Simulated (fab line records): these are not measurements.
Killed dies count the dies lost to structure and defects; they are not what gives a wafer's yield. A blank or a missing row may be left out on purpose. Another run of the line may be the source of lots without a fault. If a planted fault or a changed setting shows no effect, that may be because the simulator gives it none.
fab line records	flow sfqLine	part 1 of 2: steps 1 to 23 of 32
record: lots: 5	wafers: 15	lastDay: 92
route steps=325 shown M6@263 I6@266 M7@281
lots that met no fault: from a run of the same line without faults
startH: start of the lot's first displayed wafer, in hours after the record's first day	waitH: time in hours since the lot's previous step	" the same as in the row above	L1.1+2: a single row standing in for several wafers	- no value present, or no start provided	* or withheld: withheld	< > ~ a bound
route shown NAME@n: names a module that has steps shown in the file, with the first one's number in the route	usual: the fault-free wafers' mean and standard deviation	same: alike in all rows	chamber/n: place in a boat	sites: readings site by site	_std_site: their standard deviation	_edge_site: inner sites' mean taken away from outer sites' mean	radiusMm: how far each site lies from the wafer's centre	mask NAME#n: copy n	behind: the last tool/chamber to shape the wafer	hold: reason for holding the lot/hours on hold/outcome of the hold	device: the transistor (n, p or np) that didn't switch	end of line: tests of these same wafers at the route's end	step lacking rows: just its recipe	killed: the dies lost at the first sort to structure and to defects; this is not the yield of the wafer	map: the dies of a wafer, with x for killed, . for not killed, _ for no die there
set.NAME: the setting that was run; set.NAME@STEP: the one run at that earlier step	model.NAME: the simulator's own value behind a step, which no gauge read
lots at selected steps of the route; one table per step, one row per wafer
services: when a tool's chamber went out of use (startH, in hours from the record's first day, below 0 if earlier), for how many hours, and the reason
== steps ==
step: SFQ_TRILAYER_M6_ETCH_METAL_ETCH_162
recipe: target: Nb	stopOn: SiO2	maskMaterial: PR	chemistry: Cl2/Ar	targetDepthNm: 240	icpW: 600	biasW: 80	pressureMtorr: 10	timeS: 120
usual: drypumpMotorCurrentA: 6.2/0.41	oesProductAu: 0.891/0.0065
lot.wafer	tool	chamber	startH	waitH	drypumpMotorCurrentA	oesProductAu	rfHoursCounterH
L076.1	rieMetal-01	0	1709.62	0.0	5.7	0.881	86
L076.4	"	1	"	"	5.9	0.887	-
L076.5	"	0	"	"	5.7	0.875	-
L077.1	rieMetal-02	0	1715.58	0.0	6.3	0.894	32
L077.3	"	1	"	"	6.8	0.896	-
L077.4	"	0	"	"	6.4	0.897	-
L083.1	rieMetal-04	1	1844.07	0.0	6.2	0.894	19
L083.5	"	0	"	"	5.7	0.897	-
L083.6	"	1	"	"	6.2	0.887	-
L084.1	rieMetal-02	1	1845.27	0.0	6.8	0.891	108
L084.4	"	1	"	"	6.8	0.900	-
L084.6	"	0	"	"	6.4	0.895	-
L095.4	rieMetal-04	1	1944.92	0.1	6.2	0.891	-
L095.5	"	1	"	"	6.3	0.892	-
L095.6	"	0	"	"	5.7	0.901	-
step: SFQ_TRILAYER_M6_STRIP_STRIP_163
recipe: gas: O2	powerW: 200	platenTempC: 40	overashFraction: 0.65	chemistry: O2	pressureMtorr: 50
usual: drypumpMotorCurrentA: 6.2/0.41	oesProductAu: 1.000/0.0073
lot.wafer	tool	chamber	startH	waitH	drypumpMotorCurrentA	oesProductAu	rfHoursCounterH
L076.1	rieMetal-01	0	1709.74	0.1	5.8	1.000	86
L076.4	"	1	"	"	5.9	1.007	-
L076.5	"	0	"	"	5.7	0.998	-
L077.1	rieMetal-02	0	1715.70	0.1	6.4	1.011	32
L077.3	"	1	"	"	6.8	1.008	-
L077.4	"	0	"	"	6.4	0.994	-
L083.1	rieMetal-04	1	1844.19	0.1	6.2	1.001	19
L083.5	"	0	"	"	5.7	1.004	-
L083.6	"	1	"	"	6.2	1.009	-
L084.1	rieMetal-02	1	1845.39	0.1	6.8	1.014	108
L084.4	"	1	"	"	6.8	1.016	-
L084.6	"	0	"	"	6.4	1.001	-
L095.4	rieMetal-04	1	1945.21	0.2	6.3	0.990	-
L095.5	"	1	"	"	6.3	0.993	-
L095.6	"	0	"	"	5.7	1.003	-
step: SFQ_TRILAYER_M6_STRIP_SOLV_CLEAN_164
recipe: chemistry: NMP	tempC: 70	timeS: 600
lot.wafer	tool	chamber	startH	waitH
L076.1+4+5	wetBench-02	2,3,6	1710.34	0.4
L077.1+3+4	wetBench-02	2,7,6	1716.30	0.4
L083.1+5+6	wetBench-01	5,7,1	1844.79	0.4
L084.1+4+6	wetBench-04	7,1,5	1845.99	0.4
L095.4+5+6	wetBench-02	0,1,7	1945.61	0.2
step: SFQ_TRILAYER_I6_DEP_PECVD_165
recipe: material: SiO2	tempC: 150	timeS: 111.11	pressureTorr: 2.4	rfW: 183.3	precursor: SiH4/N2O	targetThkNm: 500
usual: heaterPowerW: 86/12	showerheadVppV: 824/39	throttleValvePct: 23.9/0.82
lot.wafer	tool	chamber	startH	waitH	heaterPowerW	showerheadVppV	throttleValvePct
L076.1	pecvd-03	2	1710.52	0.0	79	759	24.0
L076.4	"	0	"	"	112	868	25.1
L076.5	"	1	"	"	73	844	22.8
L077.1	pecvd-02	1	1716.48	0.0	69	772	23.5
L077.3	"	0	"	"	110	862	23.6
L077.4	"	1	"	"	70	756	23.7
L083.1	pecvd-03	0	1844.98	0.0	99	853	25.5
L083.5	"	1	"	"	88	848	22.6
L083.6	"	0	"	"	102	845	25.4
L084.1	pecvd-02	1	1846.17	0.0	72	763	24.0
L084.4	"	2	"	"	78	840	22.6
L084.6	"	1	"	"	75	763	23.8
L095.4	pecvd-01	1	1945.82	0.0	97	776	23.7
L095.5	"	2	"	"	83	851	23.7
L095.6	"	0	"	"	85	839	24.9
step: SFQ_TRILAYER_I6_CMP_CMP_166
recipe: material: SiO2	downForcePsi: 3	platenRpm: 60	padVelocityMS: 0.94248
usual: motorCurrentA: 10.5/1.3	timeToEndpointS: 211/6.7
lot.wafer	tool	chamber	startH	waitH	motorCurrentA	timeToEndpointS
L076.1	cmp-02	3	1711.59	1.0	9.9	208
L076.4	"	0	"	"	12.4	212
L076.5	"	2	1713.09	2.5	10.0	224
L077.4	cmp-01	1	1717.03	0.5	11.0	226
L077.1	"	2	"	"	10.7	215
L077.3	"	0	1718.53	2.0	10.8	213
L083.1	cmp-02	2	1853.84	8.8	9.7	214
L083.5	"	2	1855.84	10.8	9.8	218
L083.6	"	3	"	"	9.7	222
L084.4	cmp-01	0	1857.05	10.8	10.9	208
L084.1	"	1	"	"	11.3	205
L084.6	"	3	1858.55	12.3	8.2	206
L095.4	cmp-01	0	1947.96	2.1	10.9	207
L095.6	"	1	"	"	11.3	212
L095.5	"	2	"	"	11.5	202
step: SFQ_I6_BOW_MEAS_941
recipe: mode: bow
usual: I6_BOW: 6/12
lot.wafer	tool	chamber	startH	waitH	I6_BOW[um]
L076.1	filmMetro-03	-	1713.59	1.5	5
L076.4	"	-	"	"	19
L076.5	"	-	"	"	19
L077.1	filmMetro-04	-	1720.03	2.0	16
L077.3	"	-	"	"	13
L077.4	"	-	"	"	-2
L083.1	filmMetro-01	-	1856.84	2.5	1
L083.5	"	-	"	"	7
L083.6	"	-	"	"	-3
L084.1	filmMetro-04	-	1859.55	1.5	16
L084.4	"	-	"	"	6
L084.6	"	-	"	"	19
L095.4	filmMetro-03	-	1949.52	1.1	-4
L095.5	"	-	"	"	3
L095.6	"	-	"	"	-2
step: SFQ_TRILAYER_I6_METRO_MEASURE_167
usual: thkNm: 199.7/0.93
lot.wafer	tool	chamber	startH	waitH	thkNm
L076.1	filmMetro-03	-	1713.71	0.1	199.7
L076.4	"	-	"	"	199.5
L076.5	"	-	"	"	200.3
L077.1	filmMetro-04	-	1720.15	0.1	199.0
L077.3	"	-	"	"	199.8
L077.4	"	-	"	"	200.8
L083.1	filmMetro-01	-	1856.96	0.1	199.7
L083.5	"	-	"	"	201.1
L083.6	"	-	"	"	198.7
L084.1	filmMetro-04	-	1859.67	0.1	200.5
L084.4	"	-	"	"	199.6
L084.6	"	-	"	"	198.7
L095.4	filmMetro-03	-	1950.18	0.6	199.6
L095.5	"	-	"	"	199.1
L095.6	"	-	"	"	199.9
step: SFQ_TRILAYER_I6_VIA_LITHO_COAT_174
recipe: resist: BARC	spinRpm: 3000	resistThkNm: 62
usual: chillPlateTempC: 23.01/0.1	spinSpeedRpm: 2999.4/2.3
lot.wafer	tool	chamber	startH	waitH	chillPlateTempC	spinSpeedRpm
L076.1	lithoTrack-03	0	1714.91	1.0	23.16	2997.5
L076.4	"	0	"	"	23.03	3002.7
L076.5	"	0	"	"	23.05	2999.8
L077.1	lithoTrack-01	0	1721.35	1.0	22.84	2997.5
L077.3	"	0	"	"	22.97	2996.7
L077.4	"	0	"	"	22.89	3000.9
L083.1	lithoTrack-03	0	1858.16	1.0	23.08	2999.9
L083.5	"	0	"	"	23.03	3004.3
L083.6	"	0	"	"	22.93	2999.5
L084.1	lithoTrack-03	0	1860.87	1.0	23.03	3000.3
L084.4	"	0	"	"	23.12	2998.3
L084.6	"	0	"	"	23.06	2996.6
L095.4	lithoTrack-03	0	1950.93	0.6	22.87	2998.6
L095.5	"	0	"	"	23.00	3001.6
L095.6	"	0	"	"	22.89	2999.9
step: SFQ_TRILAYER_I6_VIA_LITHO_COAT_169
recipe: resist: KrF	spinRpm: 3000	resistThkNm: 650
usual: chillPlateTempC: 23.00/0.12	spinSpeedRpm: 2999.4/2.2
lot.wafer	tool	chamber	startH	waitH	chillPlateTempC	spinSpeedRpm
L076.1	lithoTrack-03	0	1715.21	0.2	23.07	2995.5
L076.4	"	0	"	"	23.12	2999.7
L076.5	"	0	"	"	22.89	2997.8
L077.1	lithoTrack-01	0	1721.65	0.2	23.04	3000.3
L077.3	"	0	"	"	23.04	2999.3
L077.4	"	0	"	"	23.05	3000.4
L083.1	lithoTrack-03	0	1858.46	0.2	23.13	3002.6
L083.5	"	0	"	"	23.11	2999.8
L083.6	"	0	"	"	23.03	3000.3
L084.1	lithoTrack-03	0	1861.17	0.2	23.00	2996.5
L084.4	"	0	"	"	22.90	2996.8
L084.6	"	0	"	"	22.76	2995.2
L095.4	lithoTrack-03	0	1951.23	0.2	23.02	2997.2
L095.5	"	0	"	"	22.93	2998.8
L095.6	"	0	"	"	22.71	2998.3
step: SFQ_TRILAYER_I6_VIA_LITHO_SOFTBAKE_173
recipe: tempC: withheld	timeS: withheld	resist: KrF
usual: chillPlateTempC: *
lot.wafer	tool	chamber	startH	waitH	chillPlateTempC
L076.1	lithoTrack-03	0	1715.51	0.2	*
L076.4	"	0	"	"	*
L076.5	"	0	"	"	*
L077.1	lithoTrack-01	0	1721.95	0.2	*
L077.3	"	0	"	"	*
L077.4	"	0	"	"	*
L083.1	lithoTrack-03	0	1858.76	0.2	*
L083.5	"	0	"	"	*
L083.6	"	0	"	"	*
L084.1	lithoTrack-03	0	1861.47	0.2	*
L084.4	"	0	"	"	*
L084.6	"	0	"	"	*
L095.4	lithoTrack-03	0	1951.45	0.2	*
L095.5	"	0	"	"	*
L095.6	"	0	"	"	*
step: SFQ_TRILAYER_I6_VIA_LITHO_EXPOSE_170
recipe: maskId: I6	na: 0.6	sourceShape: conventional	sigmaOuter: 0.65	targetCdNm: 700	doseMj: 21.3
usual: focusOffsetNm: 0.1/0.47
lot.wafer	tool	chamber	startH	waitH	mask	focusOffsetNm
L076.1	krfScanner-02	0	1819.86	-	I6#0	0.3
L076.4	"	0	"	"	I6#0	-0.1
L076.5	"	0	"	"	I6#0	0.0
L077.1	krfScanner-02	0	1823.46	-	I6#0	-0.3
L077.3	"	0	"	"	I6#0	0.1
L077.4	"	0	"	"	I6#0	0.0
L083.1	krfScanner-02	0	1884.56	-	I6#0	1.1
L083.5	"	0	"	"	I6#0	0.6
L083.6	"	0	"	"	I6#0	-0.3
L084.1	krfScanner-02	0	1885.76	-	I6#0	0.2
L084.4	"	0	"	"	I6#0	0.4
L084.6	"	0	"	"	I6#0	0.5
L095.4	krfScanner-02	0	1981.44	-	I6#0	-0.4
L095.5	"	0	"	"	I6#0	-0.5
L095.6	"	0	"	"	I6#0	0.8
step: SFQ_TRILAYER_I6_VIA_LITHO_PEB_172
recipe: pebTempC: 115	pebTimeS: 60	resist: KrF
usual: chillPlateTempC: 23.00/0.11
lot.wafer	tool	chamber	startH	waitH	chillPlateTempC
L076.1	lithoTrack-03	0	1821.06	1.0	22.99
L076.4	"	0	"	"	23.10
L076.5	"	0	"	"	23.11
L077.1	lithoTrack-02	0	1824.66	1.0	23.07
L077.3	"	0	"	"	22.98
L077.4	"	0	"	"	23.22
L083.1	lithoTrack-03	0	1885.76	1.0	23.07
L083.5	"	0	"	"	22.89
L083.6	"	0	"	"	23.17
L084.1	lithoTrack-03	0	1886.96	1.0	22.64
L084.4	"	0	"	"	22.75
L084.6	"	0	"	"	22.85
L095.4	lithoTrack-03	0	1982.11	0.5	22.88
L095.5	"	0	"	"	22.97
L095.6	"	0	"	"	23.00
step: SFQ_TRILAYER_I6_VIA_LITHO_DEVELOP_171
recipe: timeS: 60	resist: KrF
usual: chillPlateTempC: 23.02/0.12
lot.wafer	tool	chamber	startH	waitH	chillPlateTempC
L076.1	lithoTrack-03	0	1821.21	0.1	22.93
L076.4	"	0	"	"	22.97
L076.5	"	0	"	"	23.01
L077.1	lithoTrack-02	0	1824.81	0.1	22.76
L077.3	"	0	"	"	22.81
L077.4	"	0	"	"	22.65
L083.1	lithoTrack-03	0	1885.91	0.1	23.07
L083.5	"	0	"	"	23.18
L083.6	"	0	"	"	23.09
L084.1	lithoTrack-03	0	1887.11	0.1	23.01
L084.4	"	0	"	"	23.03
L084.6	"	0	"	"	23.05
L095.4	lithoTrack-03	0	1982.26	0.1	23.15
L095.5	"	0	"	"	23.24
L095.6	"	0	"	"	23.18
step: SFQ_I6_OVL_MEAS_942
usual: I6_OVL: 0/5.1
lot.wafer	tool	chamber	startH	waitH	I6_OVL[nm]
L076.1	overlay-01	-	1821.36	0.1	6
L076.4	"	-	"	"	-3
L076.5	"	-	"	"	7
L077.1	overlay-01	-	1824.96	0.1	5
L077.3	"	-	"	"	8
L077.4	"	-	"	"	10
L083.1	overlay-02	-	1886.06	0.1	-5
L083.5	"	-	"	"	-1
L083.6	"	-	"	"	6
L084.1	overlay-02	-	1887.26	0.1	-5
L084.4	"	-	"	"	0
L084.6	"	-	"	"	-5
L095.4	overlay-02	-	1982.35	0.1	-4
L095.5	"	-	"	"	-6
L095.6	"	-	"	"	-10
step: SFQ_TRILAYER_I6_VIA_BARC_OPEN_VIA_ETCH_235
recipe: maskMaterial: PR	chemistry: O2	targetDepthNm: 125	target: BARC	sourceW: 500	biasW: 80	pressureMtorr: 30	timeS: 41.7
usual: drypumpMotorCurrentA: 5.8/0.42	oesProductAu: 0.686/0.0048
lot.wafer	tool	chamber	startH	waitH	drypumpMotorCurrentA	oesProductAu	rfHoursCounterH
L076.1	rieDiel-04	2	1821.39	0.0	5.3	0.686	12
L076.4	"	3	"	"	6.4	0.685	0
L076.5	"	0	"	"	5.8	0.680	-
L077.1	rieDiel-03	0	1824.99	0.0	5.7	0.680	18
L077.3	"	3	"	"	4.9	0.689	5
L077.4	"	2	"	"	6.2	0.678	5
L083.1	rieDiel-03	0	1886.09	0.0	5.7	0.697	18
L083.5	"	0	"	"	5.7	0.684	-
L083.6	"	2	"	"	6.3	0.686	-
L084.1	rieDiel-02	0	1887.29	0.0	6.2	0.679	1
L084.4	"	1	"	"	5.8	0.690	1
L084.6	"	1	"	"	5.8	0.687	-
L095.4	rieDiel-03	1	1982.37	0.0	5.7	0.687	15
L095.5	"	0	"	"	5.7	0.683	-
L095.6	"	3	"	"	4.9	0.679	-
step: SFQ_TRILAYER_I6_VIA_ETCH_VIA_ETCH_172
recipe: target: SiO2	stopOn: Nb	maskMaterial: PR	taperDeg: 20	chemistry: CHF3	targetDepthNm: 260	sourceW: 500	biasW: 80	pressureMtorr: 30	timeS: withheld
usual: drypumpMotorCurrentA: 5.8/0.42	oesProductAu: 0.854/0.005
lot.wafer	tool	chamber	startH	waitH	drypumpMotorCurrentA	oesProductAu
L076.1	rieDiel-04	2	1821.43	0.0	5.4	0.861
L076.4	"	3	"	"	6.4	0.852
L076.5	"	0	"	"	5.8	0.853
L077.1	rieDiel-03	0	1825.03	0.0	5.7	0.853
L077.3	"	3	"	"	4.9	0.849
L077.4	"	2	"	"	6.3	0.854
L083.1	rieDiel-03	0	1886.13	0.0	5.7	0.851
L083.5	"	0	"	"	5.7	0.849
L083.6	"	2	"	"	6.3	0.855
L084.1	rieDiel-02	0	1887.33	0.0	6.2	0.859
L084.4	"	1	"	"	5.8	0.854
L084.6	"	1	"	"	5.8	0.859
L095.4	rieDiel-03	1	1982.41	0.0	5.7	0.857
L095.5	"	0	"	"	5.7	0.852
L095.6	"	3	"	"	4.9	0.849
step: SFQ_TRILAYER_I6_VIA_STRIP_STRIP_173
recipe: gas: O2	powerW: 200	platenTempC: 40	overashFraction: 0.65	chemistry: O2	pressureMtorr: 50
usual: drypumpMotorCurrentA: 6.0/0.43	oesProductAu: 1.000/0.0073
lot.wafer	tool	chamber	startH	waitH	drypumpMotorCurrentA	oesProductAu	rfHoursCounterH
L076.1	rieMetal-02	1	1821.55	-	6.8	1.005	102
L076.4	"	1	"	"	6.8	1.003	-
L076.5	"	1	"	"	6.8	0.997	-
L077.1	rieMetal-04	0	1825.15	-	5.6	0.991	53
L077.3	"	0	"	"	5.7	1.000	-
L077.4	"	1	"	"	6.3	0.995	-
L083.1	rieMetal-04	0	1886.25	-	5.7	1.005	66
L083.5	"	0	"	"	5.7	1.008	-
L083.6	"	1	"	"	6.3	1.001	-
L084.1	rieMetal-03	0	1887.45	-	5.5	0.985	20
L084.4	"	0	"	"	5.5	0.998	-
L084.6	"	1	"	"	6.3	0.984	-
L095.4	rieMetal-03	0	1982.72	-	5.4	0.996	-
L095.5	"	0	"	"	5.4	0.997	-
L095.6	"	1	"	"	6.3	0.987	-
step: SFQ_TRILAYER_I6_VIA_STRIP_SOLV_CLEAN_174
recipe: chemistry: NMP	tempC: 70	timeS: 600
lot.wafer	tool	chamber	startH	waitH
L076.1+4+5	wetBench-04	7,0,4	1822.75	1.0
L077.1+3+4	wetBench-01	4,0,1	1825.75	0.4
L083.1+5+6	wetBench-03	6,2,7	1887.05	0.5
L084.1+4+6	wetBench-01	1,7,0	1888.05	0.4
L095.4+5+6	wetBench-03	4,2,1	1983.12	0.2
step: SFQ_TRILAYER_M7_DEP_PRE_CLEAN_176
recipe: gas: Ar	timeS: 22.5	biasV: 250
usual: biasV: 249.9/2.8
lot.wafer	tool	chamber	startH	waitH	biasV
L076.1	pvdSputter-05	-	1822.94	0.0	246.8
L076.4	"	-	"	"	247.7
L076.5	"	-	"	"	258.4
L077.1	pvdSputter-06	-	1825.94	0.0	245.0
L077.3	"	-	"	"	255.6
L077.4	"	-	"	"	250.6
L083.1	pvdSputter-04	-	1887.22	0.0	248.0
L083.5	"	-	"	"	247.2
L083.6	"	-	"	"	248.2
L084.1	pvdSputter-05	-	1888.22	0.0	249.4
L084.4	"	-	"	"	253.0
L084.6	"	-	"	"	252.1
L095.4	pvdSputter-04	-	1983.32	0.0	254.4
L095.5	"	-	"	"	254.6
L095.6	"	-	"	"	251.7
step: SFQ_TRILAYER_M7_DEP_SPUTTER_175
recipe: material: Nb	basePressurePa: 1.33e-06	chamberPressurePa: 0.1333	substrateTempC: 20	targetThkNm: 200	powerW: 2000	timeS: 133.3
usual: basePressurePa: 1.34e-06/1e-07	throttleValvePct: 29.9/0.87
lot.wafer	tool	chamber	startH	waitH	basePressurePa	throttleValvePct
L076.1	pvdSputter-05	-	1822.97	0.0	1.35e-06	30.0
L076.4	"	-	"	"	1.3e-06	30.8
L076.5	"	-	"	"	1.53e-06	30.1
L077.1	pvdSputter-06	-	1825.97	0.0	1.32e-06	30.1
L077.3	"	-	"	"	1.21e-06	28.3
L077.4	"	-	"	"	1.13e-06	30.8
L083.1	pvdSputter-04	-	1887.25	0.0	1.29e-06	31.5
L083.5	"	-	"	"	1.42e-06	30.4
L083.6	"	-	"	"	1.4e-06	29.0
L084.1	pvdSputter-05	-	1888.25	0.0	1.44e-06	29.4
L084.4	"	-	"	"	1.32e-06	30.9
L084.6	"	-	"	"	1.41e-06	30.0
L095.4	pvdSputter-04	-	1983.34	0.0	1.26e-06	29.4
L095.5	"	-	"	"	1.46e-06	31.7
L095.6	"	-	"	"	1.33e-06	30.3
step: SFQ_M7_RS_MEAS_943
recipe: thkMeasGauge: four-point-probe	reads: Nb_of_TRILAYER_M7_DEP_SPUTTER_175
usual: M7_NB_RS: 0.886/0.0083
lot.wafer	tool	chamber	startH	waitH	M7_NB_RS[ohm/sq]
L076.1	filmMetro-02	-	1823.06	0.0	0.893
L076.4	"	-	"	"	0.890
L076.5	"	-	"	"	0.887
L077.1	filmMetro-01	-	1826.06	0.0	0.876
L077.3	"	-	"	"	0.879
L077.4	"	-	"	"	0.880
L083.1	filmMetro-01	-	1887.34	0.0	0.885
L083.5	"	-	"	"	0.899
L083.6	"	-	"	"	0.886
L084.1	filmMetro-02	-	1888.34	0.0	0.880
L084.4	"	-	"	"	0.879
L084.6	"	-	"	"	0.887
L095.4	filmMetro-04	-	1983.49	0.1	0.891
L095.5	"	-	"	"	0.882
L095.6	"	-	"	"	0.895
step: SFQ_TRILAYER_M7_LITHO_COAT_182
recipe: resist: BARC	spinRpm: 3000	resistThkNm: 62
usual: chillPlateTempC: 23.01/0.12	spinSpeedRpm: 2999.9/1.9
lot.wafer	tool	chamber	startH	waitH	chillPlateTempC	spinSpeedRpm
L076.1	lithoTrack-03	0	1823.24	0.1	22.96	2996.2
L076.4	"	0	"	"	23.03	3002.8
L076.5	"	0	"	"	23.02	3000.7
L077.1	lithoTrack-04	0	1826.24	0.1	23.05	2999.9
L077.3	"	0	"	"	23.19	3000.5
L077.4	"	0	"	"	23.03	2998.1
L083.1	lithoTrack-04	0	1887.52	0.1	23.01	2997.5
L083.5	"	0	"	"	22.97	3000.2
L083.6	"	0	"	"	23.09	2998.9
L084.1	lithoTrack-04	0	1888.52	0.1	23.29	3000.7
L084.4	"	0	"	"	23.19	3001.4
L084.6	"	0	"	"	23.21	3001.8
L095.4	lithoTrack-01	0	1983.76	0.2	22.80	3002.0
L095.5	"	0	"	"	22.91	3000.7
L095.6	"	0	"	"	22.66	3000.3
step: SFQ_TRILAYER_M7_LITHO_COAT_177
recipe: resist: KrF	spinRpm: 3000	resistThkNm: 600
usual: chillPlateTempC: 23.00/0.096	spinSpeedRpm: 3000.1/2
lot.wafer	tool	chamber	startH	waitH	chillPlateTempC	spinSpeedRpm
L076.1	lithoTrack-03	0	1823.54	0.2	22.93	2998.7
L076.4	"	0	"	"	22.99	3000.8
L076.5	"	0	"	"	22.88	2997.4
L077.1	lithoTrack-04	0	1826.54	0.2	22.99	3002.8
L077.3	"	0	"	"	22.92	2997.9
L077.4	"	0	"	"	23.04	2999.8
L083.1	lithoTrack-04	0	1887.82	0.2	23.09	2998.6
L083.5	"	0	"	"	23.04	2998.8
L083.6	"	0	"	"	23.10	2998.5
L084.1	lithoTrack-04	0	1888.82	0.2	23.02	3001.5
L084.4	"	0	"	"	22.91	3001.5
L084.6	"	0	"	"	23.13	3000.2
L095.4	lithoTrack-01	0	1984.06	0.2	22.93	2999.7
L095.5	"	0	"	"	22.97	3000.2
L095.6	"	0	"	"	22.94	2998.4
